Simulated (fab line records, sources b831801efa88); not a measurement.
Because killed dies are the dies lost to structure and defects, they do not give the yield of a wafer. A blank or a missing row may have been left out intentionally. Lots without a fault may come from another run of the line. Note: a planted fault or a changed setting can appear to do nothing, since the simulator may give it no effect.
A struck lot beside a sound one / flow sky130 / 32 out of 708 route steps
Sound: the wafers L972.2, L972.3, L972.5. Wafers L963.1, L963.3, L963.6 were the ones struck. At the end, the cause is stated.
At each step with rows: each side's tool, then ch and its chambers, then its first start. Under that, the readings that differ: sound wafers / struck wafers / difference of the means / sigmas: that difference in standard deviations of wafers without a fault.
alike: a reading whose means differ by less than 2 such deviations, as well as words and numbers matching on both sides. not compared: withheld readings; readings where some wafer has no value; bounds like >300 that might hide an equal value; numbers whose values overlap and for which the record gives no deviation.
The two part at a step that has a row with sigmas, a row that says differs or no value, or rows on one side only. Non-overlapping numbers with no deviation appear without sigmas and do not part them. A reading that every wafer of one side lacks parts them only if that side has two wafers or more.

first, 3 steps without rows for these wafers: SKY_VIA1_STRIP_17 (strips in post etch residue remover, time 1200 s); SKY_VIA1_CLEAN_18 (cleans in IPA, time 180 s); SKY_VIA1_CLEAN_19 (cleans in O3/DIW).
SKY_VIA1_SPUTTER_20: material TiN, target thk 20 nm, time 80 s.
  sound on pvdSputter-04, day 40 00:13; struck on pvdSputter-04, day 37 05:56
  alike: throttleValvePct
then, 1 step without rows for these wafers: SKY_VIA1_CVD_21 (deposits W, target thk 270 nm, time 80.902 s).
SKY_VIA1_RS_MEAS_22: measurement is done with a four-point probe.
  sound on filmMetro-03, day 40 00:23; struck on filmMetro-03, day 37 06:05
  alike: VIA1_W_RS
SKY_VIA1_THK_MEAS_23: measures by xrf.
  sound on filmMetro-03, day 40 00:30; struck on filmMetro-03, day 37 06:13
reading=VIA1_W_THK (nm); sound=288 282 291; struck=277 278 279; difference=-9; sigmas=-2
then, 1 step without rows for these wafers: SKY_VIA1_CMP_24 (polishes, stops on SiO2, t overpolish 15 s, target thk 0 nm).
SKY_METAL2_SPUTTER_00: material Ti, target thk 15 nm, time 10 s.
  sound on pvdSputter-03, day 40 00:51; struck on pvdSputter-02, day 37 06:34
  alike: throttleValvePct
then, 1 step without rows for these wafers: SKY_METAL2_SPUTTER_01 (material TiN, target thk 20 nm, time 16.7 s).
SKY_METAL2_SPUTTER_02: material AlCu, target thk 250 nm, time 13.3 s.
  sound on pvdSputter-03, day 40 00:53; struck on pvdSputter-02, day 37 06:37
  alike: throttleValvePct
then, 1 step without rows for these wafers: SKY_METAL2_SPUTTER_03 (material Ti, target thk 5 nm, time 3.3 s).
SKY_METAL2_SPUTTER_04: material TiN, target thk 70 nm, time 58.3 s.
  sound on pvdSputter-03, day 40 00:56; struck on pvdSputter-02, day 37 06:40
reading=model.TiN_of_METAL2_SPUTTER_04.thkNm (nm); sound=69.36 69.39 69.75; struck=39.71 40.51 39.98; difference=-29.43; sigmas=
  alike: throttleValvePct
SKY_METAL2_RS_MEAS_05: measurement is done with a four-point probe.
  sound on filmMetro-03, day 40 01:01; struck on filmMetro-03, day 37 06:43
  alike: METAL2_ALCU_RS
SKY_METAL2_THK_MEAS_06: measures by xrf.
  sound on filmMetro-03, day 40 01:07; struck on filmMetro-03, day 37 06:50
reading=METAL2_ALCU_THK (nm); sound=248 249 250; struck=263 264 264; difference=+15; sigmas=+5
then, 8 steps without rows for these wafers: SKY_METAL2_DEHYDRATE_07 (time 60 s); SKY_METAL2_HMDS_08 (prime time 60 s); SKY_METAL2_COAT_09 (resist thk 60 nm); SKY_METAL2_COAT_10 (resist thk 450 nm); SKY_METAL2_SOFTBAKE_11 (time 90 s); SKY_METAL2_EXPOSE_12 (exposes mask MM2, target cd 140 nm); SKY_METAL2_PEB_13; SKY_METAL2_DEVELOP_14 (develop time 60 s).
SKY_METAL2_CD_MEAS_15: the cd target is 140 nm.
  sound on cdSem-02, day 41 02:13; struck on cdSem-01, day 38 07:14
  alike: cdNm
SKY_METAL2_OVL_MEAS_16:
  sound on overlay-01, day 41 02:19; struck on overlay-02, day 38 07:22
  alike: METAL2_OVL
then, 2 steps without rows for these wafers: SKY_METAL2_DESCUM_17 (chemistry O2, time 8 s); SKY_METAL2_ETCH_18 (etches BARC in N2/H2, stops on SiO2, time 45.9 s, target depth 60 nm).
SKY_METAL2_METAL_ETCH_19: etches the open film in Cl2/BCl3, stops on SiO2, target depth 360 nm, time 78 s.
  sound on rieMetal-02 ch 1, day 41 02:26; struck on rieMetal-04 ch 0,1, day 38 07:29
reading=heBacksideLeakSccm (sccm); sound=3.13 2.80 3.06; struck=3.60 3.61 3.74; difference=+0.65; sigmas=+3
reading=oesProductAu (a.u.); sound=0.851 0.869 0.846; struck=0.849 0.844 0.837; difference=-0.012; sigmas=-2
  alike: drypumpMotorCurrentA, throttleValvePct
  not compared: rfHoursCounterH
SKY_METAL2_STRIP_20: strips in O2/N2.
  sound on plasmaAsher-04 ch 0,1, day 41 02:32; struck on plasmaAsher-01 ch 0,1, day 38 07:35
  alike: drypumpMotorCurrentA, oesProductAu, stripTimeToEndpointS
  not compared: rfHoursCounterH
SKY_METAL2_STRIP_21: strips in post etch residue remover, time 1200 s.
  sound on wetBench-04 ch 0, day 41 02:38; struck on wetBench-01 ch 2, day 38 07:41
reading=model.TiN_of_METAL2_SPUTTER_04.thkNm (nm); sound=68.94 68.97 69.33; struck=39.28 40.09 39.56; difference=-29.44; sigmas=
  alike: bathGuardTempC
then, 1 step without rows for these wafers: SKY_METAL2_CLEAN_22 (cleans in IPA, time 180 s).
-- the record jumps here: 10 days lie between the struck wafers' starts before and after (it left off in module METAL2 and takes up again in module PAD_OPEN, whose first step shown is number 708 of the route) --
SKY_PAD_OPEN_PROBE_99:
  sound on prober-02, day 50 10:39; struck on prober-02, day 48 05:41
reading=model.etest.via2Chain.rcOhm; sound=9.898 9.864 10.18; struck=9.623 9.451 9.217; difference=-0.550; sigmas=
  alike: killed_at_M0_to_M3, killed_at_M4_up, killedAtContacts, killedAtFrontEnd, killedAtOther, killedDies, killedOnRim, killedOpen, killedShort

## WHERE THEY PART
Earliest at SKY_VIA1_THK_MEAS_23; latest, in this record, at SKY_METAL2_METAL_ETCH_19. Later steps at which nothing parts them and some readings are alike: SKY_METAL2_STRIP_20, SKY_METAL2_STRIP_21, SKY_PAD_OPEN_PROBE_99.

WHY: what the simulator had put in
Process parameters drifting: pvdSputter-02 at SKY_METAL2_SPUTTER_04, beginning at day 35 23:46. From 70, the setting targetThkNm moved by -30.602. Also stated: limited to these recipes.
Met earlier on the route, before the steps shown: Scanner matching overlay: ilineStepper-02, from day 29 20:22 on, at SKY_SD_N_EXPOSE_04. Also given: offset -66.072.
